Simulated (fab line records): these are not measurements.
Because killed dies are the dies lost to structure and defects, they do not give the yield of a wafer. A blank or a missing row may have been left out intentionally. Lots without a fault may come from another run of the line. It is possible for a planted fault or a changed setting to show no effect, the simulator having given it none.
Matching of chambers + flow gf180mcu + pecvd-02 running GF_V3_CVD_02: 3 sister chambers
The step deposits SiO2 from TEOS, target thk 850 nm, time 94.851 s. 14 wafers are shown with their chamber, then 7 later ones without.

== EACH WAFER AND ITS CHAMBER ==
| wafer  | chamber | heater power w (W) |
|--------|---------|--------------------|
| L293.3 | 2       | 638                |
| L293.5 | 1       | 683                |
| L293.6 | 2       | 678                |
| L296.2 | 2       | 597                |
| L296.4 | 2       | 661                |
| L296.5 | 0       | 749                |
| L297.2 | 1       | 677                |
| L297.5 | 2       | 733                |
| L297.6 | 1       | 725                |
| L300.2 | 2       | 650                |
| L300.4 | 0       | 920                |
| L300.6 | 1       | 728                |
| L301.2 | 1       | 690                |
| L301.5 | 0       | 749                |

SIGNATURES, as means of the wafers listed above
| reading        | chamber 0 | chamber 1 | chamber 2 | scatter within a chamber |
|----------------|-----------|-----------|-----------|--------------------------|
| heater power w | 806.00    | 700.60    | 659.50    | 54                       |
Rule: a wafer lies at a distance from a chamber equal to the root of the sum of squares, over the readings, of (its reading less the chamber's mean, divided by the reading's scatter). The wafer belongs to the nearest chamber; if the next one is less than 2 further off, it can't be placed. The scatter is the square root of a quotient: the sum, over the shown wafers, of each reading's squared deviation from its chamber's mean, divided by wafers minus chambers.

== WAFERS WITH NO CHAMBER GIVEN ==
| wafer  | heater power w (W) |
|--------|--------------------|
| L301.6 | 733                |
| L304.1 | 625                |
| L304.2 | 611                |
| L304.4 | 676                |
| L309.2 | 878                |
| L309.3 | 738                |
| L309.5 | 592                |

== CHAMBER TAKEN BY EACH ==
| wafer  | from the rows above          | in truth |
|--------|------------------------------|----------|
| L301.6 | can't be placed: 1 or 0 or 2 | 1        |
| L304.1 | can't be placed: 2 or 1      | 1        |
| L304.2 | can't be placed: 2 or 1      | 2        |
| L304.4 | can't be placed: 2 or 1      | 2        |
| L309.2 | can't be placed: 0 or 1      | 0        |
| L309.3 | can't be placed: 1 or 0 or 2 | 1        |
| L309.5 | can't be placed: 2 or 1      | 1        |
Correct placement for 0 of the 7. Not placeable from these rows: 7 (in 7, the candidates include the true chamber). Placed wrongly: 0.
